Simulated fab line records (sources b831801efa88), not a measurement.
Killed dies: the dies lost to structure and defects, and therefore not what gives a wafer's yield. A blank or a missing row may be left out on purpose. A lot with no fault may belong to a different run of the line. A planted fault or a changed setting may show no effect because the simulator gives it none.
Which tool was responsible? | flow sfq line | 14 lots with 42 wafers sampled at 4 steps, on a route of 325 steps

## WHAT EACH GAUGE READ, for each wafer
SFQ_I5_OVL_MEAS_936.
lot  | measured     | on         | I5_OVL (nm)
L925 | day 67 06:44 | overlay-01 | -3 1 -1
L926 | day 67 12:44 | overlay-02 | 9 4 1
L927 | day 68 00:52 | overlay-01 | 8 5 2
L928 | day 68 12:50 | overlay-02 | 0 8 -1
L932 | day 70 07:14 | overlay-02 | 3 0 -7
L935 | day 71 02:26 | overlay-02 | 4 2 5
L940 | day 72 09:43 | overlay-02 | 0 -3 0
L939 | day 72 14:32 | overlay-02 | -1 4 7
L942 | day 73 08:38 | overlay-02 | 0 0 0
L943 | day 74 11:02 | overlay-02 | 0 -5 -6
L945 | day 75 14:06 | overlay-01 | 4 7 6
L946 | day 75 18:30 | overlay-01 | -3 0 0
L947 | day 79 22:14 | overlay-01 | 0 -1 1
L948 | day 79 23:26 | overlay-01 | 2 -1 4

SFQ_I6_OVL_MEAS_942.
lot  | measured     | on         | I6_OVL (nm)
L925 | day 77 00:29 | overlay-01 | 14 6 8
L926 | day 78 05:49 | overlay-02 | -3 4 -6
L927 | day 78 11:49 | overlay-01 | 3 -3 1
L928 | day 78 15:25 | overlay-01 | 0 -10 -7
L932 | day 80 03:25 | overlay-02 | 16 11 12
L935 | day 80 13:54 | overlay-02 | -11 1 -12
L940 | day 82 00:19 | overlay-01 | 2 8 2
L939 | day 82 06:20 | overlay-01 | 8 8 3
L942 | day 82 15:55 | overlay-01 | 8 -2 1
L943 | day 83 08:20 | overlay-01 | 7 1 8
L945 | day 84 09:28 | overlay-01 | 7 8 3
L946 | day 88 05:36 | overlay-01 | -10 -3 -6
L947 | day 89 02:08 | overlay-01 | -1 5 -2
L948 | day 89 08:07 | overlay-02 | -1 4 1

## WHICH TOOL RAN EACH LOT (tool, then ch and the chambers of the sampled wafers, then the start)
lot  | SFQ_TRILAYER_R5_DEP_SPUTTER_132 | SFQ_TRILAYER_M6_ETCH_METAL_ETCH_162
L925 | pvd sputter-03, day 57 02:15    | rie metal-01 ch 0,1, day 73 01:32
L926 | pvd sputter-04, day 57 05:28    | rie metal-01 ch 0,1, day 73 06:20
L927 | pvd sputter-03, day 57 13:52    | rie metal-04 ch 0,1, day 73 13:32
L928 | pvd sputter-04, day 57 21:11    | rie metal-03 ch 0,1, day 73 21:56
L932 | pvd sputter-04, day 60 01:34    | rie metal-03 ch 0, day 75 23:27
L935 | pvd sputter-03, day 60 16:04    | rie metal-03 ch 0,1, day 76 05:53
L940 | pvd sputter-03, day 66 17:19    | rie metal-04 ch 1, day 81 16:23
L939 | pvd sputter-04, day 66 21:37    | rie metal-01 ch 0,1, day 81 18:50
L942 | pvd sputter-05, day 67 17:25    | rie metal-01 ch 0,1, day 82 06:47
L943 | pvd sputter-04, day 69 01:53    | rie metal-04 ch 0,1, day 83 00:47
L945 | pvd sputter-04, day 70 01:37    | rie metal-04 ch 0,1, day 83 16:14
L946 | pvd sputter-04, day 75 06:47    | rie metal-01 ch 0,1, day 83 18:35
L947 | pvd sputter-05, day 75 18:37    | rie metal-04 ch 0,1, day 84 07:57
L948 | pvd sputter-03, day 75 22:33    | rie metal-03 ch 0,1, day 84 14:21
- SFQ_TRILAYER_R5_DEP_SPUTTER_132: material Ti, target thk 5 nm, time 5 s.
- SFQ_TRILAYER_M6_ETCH_METAL_ETCH_162: etches Nb in Cl2/Ar, stops on SiO2, target depth 240 nm, time 120 s.

## WHAT THE TOOLS THEMSELVES READ (means of the sampled wafers that have a number; where no wafer has one, the mark that the record gives instead)
SFQ_TRILAYER_R5_DEP_SPUTTER_132.
lot  | tool           | throttle valve pct (%)
L925 | pvd sputter-03 | 29.8
L926 | pvd sputter-04 | 30.1
L927 | pvd sputter-03 | 30.0
L928 | pvd sputter-04 | 29.6
L932 | pvd sputter-04 | 29.4
L935 | pvd sputter-03 | 29.6
L940 | pvd sputter-03 | 29.8
L939 | pvd sputter-04 | 29.3
L942 | pvd sputter-05 | 30.0
L943 | pvd sputter-04 | 28.9
L945 | pvd sputter-04 | 30.5
L946 | pvd sputter-04 | 29.5
L947 | pvd sputter-05 | 29.4
L948 | pvd sputter-03 | 29.9

SFQ_TRILAYER_M6_ETCH_METAL_ETCH_162.
lot  | tool         | bias w (W) | drypump motor current A (A) | oes product au (a.u.)
L925 | rie metal-01 | 80.21      | 5.8                         | 0.900
L926 | rie metal-01 | 79.99      | 5.7                         | 0.899
L927 | rie metal-04 | 80.16      | 5.9                         | 0.897
L928 | rie metal-03 | 80.04      | 6.0                         | 0.899
L932 | rie metal-03 | 80.25      | 6.3                         | 0.895
L935 | rie metal-03 | 79.85      | 6.0                         | 0.887
L940 | rie metal-04 | 79.42      | 6.4                         | 0.900
L939 | rie metal-01 | 79.82      | 5.7                         | 0.894
L942 | rie metal-01 | 79.91      | 5.8                         | 0.897
L943 | rie metal-04 | 79.97      | 5.9                         | 0.895
L945 | rie metal-04 | 97.36      | 6.2                         | 0.891
L946 | rie metal-01 | 80.29      | 5.8                         | 0.899
L947 | rie metal-04 | 97.41      | 6.1                         | 0.893
L948 | rie metal-03 | 79.92      | 6.0                         | 0.899

## THE ANSWER, worked out from the rows above alone
Rule: what is usual is taken from the lots themselves. The widest of any qualifying gaps counts: lots, ordered by their means at a reading, are off when they make up no more than a third of the lots, leave a main group of 4 or more, and stand apart from it by 3 or more times the standard deviation of that group's means. Not used: any main group whose means are identical at the precision the tables above print for the reading. A lot without any number at a reading at which 4 lots or more have one is off too. All remaining lots with rows at the step are treated as sound. Order of review: gauges by route order, followed by the tools' own readings, for which a lot's mean as printed above is used. At the first step where some lot is off, the reading lying furthest off is the one used; lots without a number count as furthest.
Off at SFQ_TRILAYER_M6_ETCH_METAL_ETCH_162 (bias w): L945, L947. Mean 79.99 W and standard deviation 0.23 in the main group.
If a tool, at that step or one of the process steps before it, ran each lot that is off and ran no sound lot following the first of them, it fits. One fits: rie metal-04 at SFQ_TRILAYER_M6_ETCH_METAL_ETCH_162. A fault onset in the window from L943 (day 83 00:47, its last sound lot) to L945 (day 83 16:14, its first lot off) fits.
The tool's own readings at SFQ_TRILAYER_M6_ETCH_METAL_ETCH_162 bear it out: on the lots that are off they differ by more than 5 times the standard deviation of the sound lots' means. bias w reads 97.38 W there against 79.99 W on the sound lots.

## WHAT WAS PUT IN BY THE SIMULATOR
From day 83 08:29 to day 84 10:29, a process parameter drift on rie metal-04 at SFQ_TRILAYER_M6_ETCH_METAL_ETCH_162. From 80, the setting bias w moved by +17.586. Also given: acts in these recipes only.
Struck lots among those shown: L945, L947. The rule above found the same.
